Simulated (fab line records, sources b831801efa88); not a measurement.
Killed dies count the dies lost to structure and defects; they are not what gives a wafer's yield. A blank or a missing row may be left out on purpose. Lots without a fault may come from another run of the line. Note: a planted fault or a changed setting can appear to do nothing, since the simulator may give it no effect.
Matching of chambers || flow gf180mcu || GF_V4_CMP_04 on cmp-02 has 4 sister chambers
The step polishes SiO2. 8 wafers are shown with their chamber, then 7 later ones without.

EACH WAFER AND ITS CHAMBER
{"wafer": "L925.6", "chamber": 0, "motor current A (A)": 13.5, "time to endpoint s (s)": 86}
{"wafer": "L927.1", "chamber": 0, "motor current A (A)": 13.1, "time to endpoint s (s)": 81}
{"wafer": "L928.5", "chamber": 2, "motor current A (A)": 11.3, "time to endpoint s (s)": 83}
{"wafer": "L929.1", "chamber": 3, "motor current A (A)": 12.6, "time to endpoint s (s)": 75}
{"wafer": "L929.2", "chamber": 2, "motor current A (A)": 12.1, "time to endpoint s (s)": 84}
{"wafer": "L929.3", "chamber": 1, "motor current A (A)": 10.4, "time to endpoint s (s)": 77}
{"wafer": "L930.3", "chamber": 3, "motor current A (A)": 13.9, "time to endpoint s (s)": 75}
{"wafer": "L930.4", "chamber": 1, "motor current A (A)": 10.3, "time to endpoint s (s)": 85}

WAFERS MISSING THEIR CHAMBER
{"wafer": "L930.6", "motor current A (A)": 13.4, "time to endpoint s (s)": 81}
{"wafer": "L941.2", "motor current A (A)": 11.5, "time to endpoint s (s)": 84}
{"wafer": "L941.4", "motor current A (A)": 13.3, "time to endpoint s (s)": 88}
{"wafer": "L941.6", "motor current A (A)": 12.9, "time to endpoint s (s)": 80}
{"wafer": "L946.3", "motor current A (A)": 12.2, "time to endpoint s (s)": 79}
{"wafer": "L946.5", "motor current A (A)": 11.0, "time to endpoint s (s)": 82}
{"wafer": "L946.6", "motor current A (A)": 13.8, "time to endpoint s (s)": 86}

WHICH CHAMBER EACH WENT THROUGH
{"wafer": "L930.6", "from the rows above": "can't be placed: 0 or 3", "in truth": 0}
{"wafer": "L941.2", "from the rows above": "can't be placed: 2 or 1", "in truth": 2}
{"wafer": "L941.4", "from the rows above": "can't be placed: 0 or 2", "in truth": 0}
{"wafer": "L941.6", "from the rows above": "can't be placed: 0 or 3 or 2", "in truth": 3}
{"wafer": "L946.3", "from the rows above": "can't be placed: 2 or 3 or 0 or 1", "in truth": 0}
{"wafer": "L946.5", "from the rows above": "can't be placed: 1 or 2", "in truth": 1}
{"wafer": "L946.6", "from the rows above": 0, "in truth": 0}
1 of 7 placed correctly. Unplaceable from these rows: 6, with the true chamber sitting among the candidates in 6. Number placed wrongly: 0.
How it was worked out, from the rows above alone: a wafer's distance from a chamber is the root of the sum, over the readings, of the square of ((its reading less the chamber's mean) divided by the reading's scatter). If the next closest chamber is less than 2 further off than the closest, the wafer can't be placed; otherwise it belongs to the closest. For every chamber, the mean is computed from those of its wafers that are shown. The scatter is the square root of a quotient: the sum, over the shown wafers, of each reading's squared deviation from its chamber's mean, divided by wafers minus chambers.
